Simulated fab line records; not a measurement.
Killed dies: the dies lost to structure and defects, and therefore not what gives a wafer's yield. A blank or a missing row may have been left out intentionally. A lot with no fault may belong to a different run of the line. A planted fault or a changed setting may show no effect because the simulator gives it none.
A lot that was struck, set against a sound lot / flow sky130 / 22 steps out of a route of 708
Sound: wafers L513.3, L513.4, L513.6. Wafers L520.1, L520.5, L520.6 were the ones struck. The cause is named last.
At each step with rows: each side's tool, then ch and its chambers, then its first start. Under that, the readings that differ: sound wafers / struck wafers / difference of the means / sigmas: that difference in standard deviations of wafers without a fault.
alike: words and numbers the same on both sides, and readings whose means are apart by under 2 such deviations; not compared: readings that were withheld, readings missing a value for some wafer, numbers with overlapping values and no deviation given by the record, and bounds like >300 which may hide the same value.
Wherever a step has rows on one side only, a row that says differs or no value, or a row with sigmas, the two part there. Numbers that don't overlap but have no deviation are shown without sigmas and don't part them. A reading missing from all wafers of one side parts the sides only when that side holds two or more wafers.

first, 4 steps without rows for these wafers: SKY_VT_ADJUST_LVTN_SOFTBAKE_14 (time 60 s); SKY_VT_ADJUST_LVTN_EXPOSE_15 (exposes mask HVN STD DERIVED, target cd 600 nm); SKY_VT_ADJUST_LVTN_PEB_16; SKY_VT_ADJUST_LVTN_DEVELOP_17 (develop time 60 s).
SKY_VT_ADJUST_LVTN_OVL_MEAS_18:
  struck on overlay-01, day 10 14:37; sound on overlay-01, day 8 04:02
  alike: VT_ADJUST_LVTN_01_OVL
after that, 1 step had no rows for these wafers: SKY_VT_ADJUST_LVTN_IMPLANT_19.
SKY_VT_ADJUST_LVTN_STRIP_20: strips in O2/N2.
  sound on plasma asher-03 ch 0,1, day 8 04:15; struck on plasma asher-01 ch 0,1, day 10 14:49
reading=strip time to endpoint s (s); sound=14.14 14.14 14.15; struck=14.27 14.25 14.26; difference=+0.12; sigmas=+3
  alike: drypump motor current A, oes product au
  not compared: rf hours counter h
SKY_VT_ADJUST_LVTN_TW_MEAS_21:
  struck on film metro-01, day 10 14:56; sound on film metro-04, day 8 04:20
  alike: VT_ADJUST_LVTN_2_TW
then, 4 steps without rows for these wafers: SKY_VT_ADJUST_NCORE_DEHYDRATE_00 (time 60 s); SKY_VT_ADJUST_NCORE_HMDS_01 (prime time 60 s); SKY_VT_ADJUST_NCORE_COAT_02 (resist thk 1140 nm); SKY_VT_ADJUST_NCORE_SOFTBAKE_03 (time 60 s).
SKY_VT_ADJUST_NCORE_EXPOSE_04: exposes mask LVTN COMPLEMENT THIN, target cd 380 nm.
  sound on iline stepper-01 ch 0, day 8 14:38; struck on iline stepper-02 ch 0, day 11 01:58
reading=mask; sound=LVTN_COMPLEMENT_THIN#0 LVTN_COMPLEMENT_THIN#0 LVTN_COMPLEMENT_THIN#0; struck=HVN_STD_DERIVED#0 HVN_STD_DERIVED#0 HVN_STD_DERIVED#0; difference=differs; sigmas=
  alike: exposure dose mJ cm2, focus offset nm
then, 2 steps without rows for these wafers: SKY_VT_ADJUST_NCORE_PEB_05; SKY_VT_ADJUST_NCORE_DEVELOP_06 (develop time 60 s).
SKY_VT_ADJUST_NCORE_CD_MEAS_07: target cd 380 nm.
  struck on cd sem-02, day 11 13:32; sound on cd sem-01, day 9 01:16
reading=cd nm (nm); sound=379 380 380; struck=- - -; difference=no value on the struck wafers; sigmas=
SKY_VT_ADJUST_NCORE_OVL_MEAS_08:
  struck on overlay-02, day 11 13:40; sound on overlay-02, day 9 01:22
reading=VT_ADJUST_NCORE_OVL (nm); sound=0.8 0.9 2.4; struck=- - -; difference=no value on the struck wafers; sigmas=
after that, 1 step had no rows for these wafers: SKY_VT_ADJUST_NCORE_IMPLANT_09.
SKY_VT_ADJUST_NCORE_STRIP_10: strips in O2/N2.
  sound on plasma asher-01 ch 0,1, day 9 01:34; struck on plasma asher-04 ch 0,1, day 11 13:51
  alike: drypump motor current A, oes product au, strip time to endpoint s
  not compared: rf hours counter h
SKY_VT_ADJUST_NCORE_TW_MEAS_11:
  struck on film metro-03, day 11 13:57; sound on film metro-02, day 9 01:39
reading=VT_ADJUST_NCORE_TW; sound=222 222 222; struck=30 30 30; difference=-192; sigmas=-36
then, 1 step without rows for these wafers: SKY_VT_ADJUST_HVTR_DEHYDRATE_00 (time 60 s).
-- a jump in the record: the struck wafers' starts before and after are 37 days apart (it breaks off in module VT_ADJUST_HVTR and resumes in module PAD_OPEN, where the first step shown is number 708 of the route) --
SKY_PAD_OPEN_PROBE_99:
  struck on prober-02, day 48 02:03; sound on prober-01, day 46 02:16
reading=model.etest.pfet_16v.r on ohm um; sound=1.544e+04 1.505e+04 1.549e+04; struck=1.667e+04 1.659e+04 1.692e+04; difference=+1.400e+03; sigmas=
reading=model.etest.nfet_16v.r on ohm um; sound=1.412e+04 1.409e+04 1.421e+04; struck=1.221e+04 1.224e+04 1.221e+04; difference=-1.920e+03; sigmas=
reading=model.etest.pfet g5v0d10v5.r on ohm um; sound=4686 4757 4728; struck=6109 6108 6118; difference=+1388; sigmas=
reading=model.etest.tip p.rs ohm sq; sound=6876 6894 6894; struck=7507 7534 7454; difference=+610; sigmas=
reading=model.etest.pfet_01v8.r on ohm um; sound=2942 2985 2933; struck=3384 3361 3379; difference=+421; sigmas=
reading=model.etest.tip_p_5v.rs ohm sq; sound=2928 2907 2880; struck=3156 3125 3128; difference=+231; sigmas=
reading=model.etest.pfet g5v0d10v5.drive ua um; sound=343.4 340.4 341.8; struck=242.1 242.3 243.2; difference=-99.3; sigmas=
reading=model.etest.sram nfet pass.drive ua um; sound=515.9 504.3 501.6; struck=570.2 540.1 565.2; difference=+51.2; sigmas=

## WHERE THEY PART
Last at SKY_VT_ADJUST_NCORE_TW_MEAS_11 as far as this record goes, first at SKY_VT_ADJUST_LVTN_STRIP_20.

WHY: what the simulator had put in
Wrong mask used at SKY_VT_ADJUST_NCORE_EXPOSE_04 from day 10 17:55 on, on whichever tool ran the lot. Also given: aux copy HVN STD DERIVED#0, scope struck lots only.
